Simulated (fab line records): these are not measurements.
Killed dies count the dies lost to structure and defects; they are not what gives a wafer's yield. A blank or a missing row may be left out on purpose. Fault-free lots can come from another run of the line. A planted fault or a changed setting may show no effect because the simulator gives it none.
Which tool did it? | flow sky130 | 12 lots, 36 wafers sampled, at 1 step of a route of 708

WHAT EACH GAUGE READ, for each wafer
SKY_VIA3_BOW_MEAS_03. Usual: VIA3_BOW typically reads 79 um, with standard deviation 8.1.
lot  | measured     | on           | VIA3_BOW (um) | flag
L295 | day 40 05:40 | filmMetro-01 | 82 81 85      | 
L296 | day 40 06:59 | filmMetro-04 | 86 93 87      | 
L298 | day 40 15:59 | filmMetro-04 | 72 77 73      | 
L301 | day 40 23:26 | filmMetro-04 | 83 71 72      | 
L300 | day 41 03:19 | filmMetro-04 | 78 74 78      | 
L302 | day 41 04:55 | filmMetro-02 | 80 83 77      | 
L304 | day 42 05:04 | filmMetro-04 | 69 87 78      | 
L307 | day 42 16:53 | filmMetro-02 | 68 78 73      | 
L310 | day 43 18:31 | filmMetro-02 | 77 76 92      | 
L309 | day 43 18:32 | filmMetro-01 | 63 75 70      | 
L314 | day 44 21:05 | filmMetro-02 | 66 79 68      | 
L316 | day 45 02:24 | filmMetro-02 | 79 79 92      | 

EACH LOT AND THE TOOL THAT RAN IT (in order: tool; ch and the chambers of the sampled wafers; start)
Before these readings, the record contains no process step.

WHAT THE TOOLS THEMSELVES READ (means of the sampled wafers that have a number; where no wafer has one, the mark that the record gives instead)
The record holds no such reading with a usual standard deviation.

THE ANSWER, worked out from the rows above alone
Rule: a lot is off if the mean of its wafers that have a number lies more than 3 standard deviations from the usual mean. Also off: a lot with no number at a reading for which 4 or more lots have one. The other lots that the step has rows for count as sound. Order of review: gauges by route order, followed by the tools' own readings, for which a lot's mean as printed above is used. At the first step where some lot is off, the reading lying furthest off is the one used; lots without a number count as furthest.
Across all readings shown, no lot is off: no conclusion can be drawn from this.

WHAT THE SIMULATOR HAD PUT IN
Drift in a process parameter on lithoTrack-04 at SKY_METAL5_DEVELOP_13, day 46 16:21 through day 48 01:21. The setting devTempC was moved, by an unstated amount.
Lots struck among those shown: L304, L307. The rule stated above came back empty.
